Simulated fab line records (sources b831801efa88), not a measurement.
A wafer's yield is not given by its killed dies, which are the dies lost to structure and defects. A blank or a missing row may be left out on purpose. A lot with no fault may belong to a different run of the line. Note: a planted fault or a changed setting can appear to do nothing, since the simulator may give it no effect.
A struck lot beside a sound one ; flow sky130 ; 15 steps out of a route of 708
Sound: wafers L858.2, L858.4, L858.6. Wafers L856.1, L856.5, L856.6 were the ones struck. The cause is given at the end.
At each step with rows: each side's tool, then ch and its chambers, then its first start. Under that, the readings that differ: sound wafers ; struck wafers ; difference of the means ; sigmas: that difference in standard deviations of wafers without a fault.
alike: words and numbers the same on both sides, and readings whose means are apart by under 2 such deviations; not compared: readings that were withheld, readings missing a value for some wafer, numbers with overlapping values and no deviation given by the record, and bounds like >300 which may hide the same value.
Wherever a step has rows on one side only, a row that says differs or no value, or a row with sigmas, the two part there. Non-overlapping numbers with no deviation appear without sigmas and do not part them. A reading that every wafer of one side lacks parts them only if that side has two wafers or more.

SKY_SPACER_ETCHBACK_02: etches Si3N4 in CH3F/O2, stops on SiO2, time 46.7 s, target depth 45 nm.
  sound on rieDiel-01 ch 0,3, day 28 03:25; struck on rieDiel-04 ch 0,2,3, day 27 05:33
  alike: drypumpMotorCurrentA, oesProductAu, throttleValvePct
  not compared: rfHoursCounterH
then, 8 steps without rows for these wafers: SKY_POLY_CUT_DEHYDRATE_00 (time 60 s); SKY_POLY_CUT_HMDS_01 (prime time 60 s); SKY_POLY_CUT_COAT_02 (resist thk 60 nm); SKY_POLY_CUT_COAT_03 (resist thk 450 nm); SKY_POLY_CUT_SOFTBAKE_04 (time 90 s); SKY_POLY_CUT_EXPOSE_05 (exposes mask NPCM, target cd 270 nm); SKY_POLY_CUT_PEB_06; SKY_POLY_CUT_DEVELOP_07 (develop time 60 s).
SKY_POLY_CUT_CD_MEAS_08: the cd target is 270 nm.
  struck on cdSem-02, day 28 10:00; sound on cdSem-02, day 29 08:01
  alike: cdNm
SKY_POLY_CUT_OVL_MEAS_09:
  struck on overlay-02, day 28 10:07; sound on overlay-02, day 29 08:07
  alike: POLY_CUT_OVL
SKY_POLY_CUT_ETCH_10: etches BARC in N2/H2, stops on SiO2, time 45.9 s, target depth 60 nm.
  sound on rieDiel-03 ch 0,1,3, day 29 08:09; struck on rieDiel-04 ch 0,2,3, day 28 10:10
  alike: biasW, chamberPressureMTorr, drypumpMotorCurrentA, h2FlowSccm, oesProductAu, throttleValvePct
  not compared: rfHoursCounterH
SKY_POLY_CUT_ETCH_11: etches Si3N4 in CF4/CH2F2/Ar, stops on poly-Si, time 42.5 s, target depth 60 nm.
  sound on rieDiel-03 ch 0,1,3, day 29 08:11; struck on rieDiel-04 ch 0,2,3, day 28 10:12
  no value came back on the struck wafers for any of 6 readings (biasW (W), cf4FlowSccm (sccm) and others); on the sound wafers biasW (W) reads 149.9 149.7 149.5
  not compared: rfHoursCounterH
SKY_POLY_CUT_STRIP_12: strips in O2/N2.
  sound on plasmaAsher-04 ch 0,1, day 29 08:14; struck on plasmaAsher-03 ch 0,1, day 28 10:14
  alike: drypumpMotorCurrentA, oesProductAu, stripTimeToEndpointS
  not compared: rfHoursCounterH
-- record jumps: 20 days separate the struck wafers' starts on either side; left off in module POLY_CUT, taken up again in module PAD_OPEN, whose first shown step is the route's number 708 --
SKY_PAD_OPEN_PROBE_99:
  struck on prober-01, day 48 14:38; sound on prober-01, day 49 05:25
reading;sound;struck;difference;sigmas
hold;- - -;awaitDispo/9.2h/scrap awaitDispo/9.2h/scrap awaitDispo/9.2h/scrap;no value on the sound wafers;
killedAtFrontEnd;15 20 15;408 418 422;+399;+93
killedDies;81 101 90;492 492 492;+401;+42
killedOnRim;15 15 17;96 96 96;+80;+22
  alike: killed_at_M0_to_M3, killed_at_M4_up, killedAtContacts, killedAtOther, killedOpen, killedShort

== WHERE THEY PART ==
Earliest at SKY_POLY_CUT_ETCH_11; latest, in this record, at SKY_PAD_OPEN_PROBE_99.

WHY: what had been put in by the simulator
Beginning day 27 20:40, the whole step at SKY_POLY_CUT_ETCH_11 was skipped on rieDiel-04. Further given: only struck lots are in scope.
